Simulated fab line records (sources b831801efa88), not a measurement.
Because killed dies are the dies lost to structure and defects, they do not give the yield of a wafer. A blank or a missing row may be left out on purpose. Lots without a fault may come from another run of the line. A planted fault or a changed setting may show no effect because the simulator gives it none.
A struck lot beside a sound one | flow sky130 | 43 steps out of a route of 708
Sound: the wafers L973.2, L973.4, L973.5. Wafers struck: L989.1, L989.3, L989.4. The cause is given at the end.
At each step with rows: each side's tool, then ch and its chambers, then its first start. Under that, the readings that differ: sound wafers | struck wafers | difference of the means | sigmas: that difference in standard deviations of wafers without a fault.
alike: words and numbers the same on both sides, and readings whose means are apart by under 2 such deviations; not compared: readings that were withheld, readings missing a value for some wafer, numbers with overlapping values and no deviation given by the record, and bounds like >300 which may hide the same value.
Wherever a step has rows on one side only, a row that says differs or no value, or a row with sigmas, the two part there. When numbers do not overlap yet have no deviation, they are printed without sigmas and do not part them. A reading that every wafer of one side lacks parts them only if that side has two wafers or more.

first, 1 step without rows for these wafers: SKY_LDD_HVN_IMPLANT_08.
SKY_LDD_HVN_STRIP_09: strips in O2/N2.
  sound on plasmaAsher-01 ch 0,1, day 21 07:14; struck on plasmaAsher-02 ch 0,1, day 27 03:59
  alike: drypumpMotorCurrentA, oesProductAu, stripTimeToEndpointS
  not compared: rfHoursCounterH
SKY_LDD_HVN_TW_MEAS_10:
  sound on filmMetro-03 at day 21 07:21; struck on filmMetro-04 at day 27 04:05
reading    | sound          | struck         | difference | sigmas
LDD_HVN_TW | 1469 1462 1459 | 1430 1431 1429 | -33        | -3
then, 7 steps without rows for these wafers: SKY_LDD_HVP_DEHYDRATE_00 (time 60 s); SKY_LDD_HVP_HMDS_01 (prime time 60 s); SKY_LDD_HVP_COAT_02 (resist thk 300 nm); SKY_LDD_HVP_SOFTBAKE_03 (time 60 s); SKY_LDD_HVP_EXPOSE_04 (exposes mask HVPTM, target cd 700 nm); SKY_LDD_HVP_PEB_05; SKY_LDD_HVP_DEVELOP_06 (develop time 60 s).
SKY_LDD_HVP_OVL_MEAS_07:
  sound on overlay-01 at day 22 13:52; struck on overlay-01 at day 28 08:38
reading          | sound          | struck      | difference | sigmas
LDD_HVP_OVL (nm) | -1.5 -1.6 -3.1 | 0.2 0.2 1.8 | +2.8       | +2
following that, these wafers have no rows for 1 step: SKY_LDD_HVP_IMPLANT_08.
SKY_LDD_HVP_STRIP_09: strips in O2/N2.
  sound on plasmaAsher-03 ch 0,1, day 22 14:02; struck on plasmaAsher-02 ch 0,1, day 28 08:49
  alike: drypumpMotorCurrentA, oesProductAu, stripTimeToEndpointS
  not compared: rfHoursCounterH
SKY_LDD_HVP_TW_MEAS_10:
  sound on filmMetro-04 at day 22 14:09; struck on filmMetro-02 at day 28 08:55
  alike: LDD_HVP_TW
then, 7 steps without rows for these wafers: SKY_LDD_LDN_DEHYDRATE_00 (time 60 s); SKY_LDD_LDN_HMDS_01 (prime time 60 s); SKY_LDD_LDN_COAT_02 (resist thk 1140 nm); SKY_LDD_LDN_SOFTBAKE_03 (time 60 s); SKY_LDD_LDN_EXPOSE_04 (exposes mask LDNTM, target cd 700 nm); SKY_LDD_LDN_PEB_05; SKY_LDD_LDN_DEVELOP_06 (develop time 60 s).
SKY_LDD_LDN_OVL_MEAS_07:
  sound on overlay-02 at day 23 19:35; struck on overlay-01 at day 29 11:45
  alike: LDD_LDN_OVL
then, 4 steps without rows for these wafers: SKY_LDD_LDN_IMPLANT_08; SKY_LDD_LDN_IMPLANT_09; SKY_LDD_LDN_IMPLANT_10; SKY_LDD_LDN_IMPLANT_11.
SKY_LDD_LDN_STRIP_12: strips in O2/N2.
  sound on plasmaAsher-01 ch 0,1, day 23 20:13; struck on plasmaAsher-02 ch 0,1, day 29 12:23
  alike: drypumpMotorCurrentA, oesProductAu, stripTimeToEndpointS
  not compared: rfHoursCounterH
SKY_LDD_LDN_TW_MEAS_13:
  sound on filmMetro-02 at day 23 20:20; struck on filmMetro-01 at day 29 12:29
  alike: LDD_LDN_TW
then, 2 steps without rows for these wafers: SKY_LDD_LDN_CLEAN_14 (cleans in SC1/SC2, time 150 s); SKY_SPACER_CVD_00 (deposits Si3N4 from DCS/NH3, target thk 43.1 nm, time 740 s).
SKY_SPACER_THK_MEAS_01:
  sound on filmMetro-04 at day 23 21:44; struck on filmMetro-02 at day 29 15:22
  alike: SPACER_CVD_00_THK
SKY_SPACER_ETCHBACK_02: etches Si3N4 in CH3F/O2, stops on SiO2, time 46.7 s, target depth 45 nm.
  sound on rieDiel-02 ch 1,2, day 23 21:47; struck on rieDiel-01 ch 0,1,2, day 29 15:25
  alike: O2_flow_sccm, drypumpMotorCurrentA, oesProductAu, throttleValvePct
  not compared: rfHoursCounterH
then, 8 steps without rows for these wafers: SKY_POLY_CUT_DEHYDRATE_00 (time 60 s); SKY_POLY_CUT_HMDS_01 (prime time 60 s); SKY_POLY_CUT_COAT_02 (resist thk 60 nm); SKY_POLY_CUT_COAT_03 (resist thk 450 nm); SKY_POLY_CUT_SOFTBAKE_04 (time 90 s); SKY_POLY_CUT_EXPOSE_05 (exposes mask NPCM, target cd 270 nm); SKY_POLY_CUT_PEB_06; SKY_POLY_CUT_DEVELOP_07 (develop time 60 s).
SKY_POLY_CUT_CD_MEAS_08: the cd target is 270 nm.
  sound on cdSem-01 at day 25 03:52; struck on cdSem-02 at day 30 18:52
reading   | sound             | struck            | difference | sigmas
cdNm (nm) | 267.2 267.8 268.5 | 271.9 271.2 272.7 | +4.1       | +3
SKY_POLY_CUT_OVL_MEAS_09:
  sound on overlay-01 at day 25 03:58; struck on overlay-01 at day 30 18:59
  alike: POLY_CUT_OVL
-- record jumps: 20 days separate the struck wafers' starts on either side; left off in module POLY_CUT, taken up again in module PAD_OPEN, whose first shown step is the route's number 708 --
SKY_PAD_OPEN_PROBE_99:
  sound on prober-02 at day 46 06:48; struck on prober-01 at day 50 09:07
reading          | sound    | struck      | difference | sigmas
killedAtFrontEnd | 15 12 14 | 68 67 72    | +55        | +13
killedDies       | 80 79 84 | 118 135 153 | +54        | +6
  alike: killed_at_M0_to_M3, killed_at_M4_up, killedAtContacts, killedAtOther, killedOpen, killedShort

## WHERE THEY PART
At SKY_LDD_HVN_TW_MEAS_10 first; at SKY_PAD_OPEN_PROBE_99 last (within this record only).

WHY: the cause the simulator had injected
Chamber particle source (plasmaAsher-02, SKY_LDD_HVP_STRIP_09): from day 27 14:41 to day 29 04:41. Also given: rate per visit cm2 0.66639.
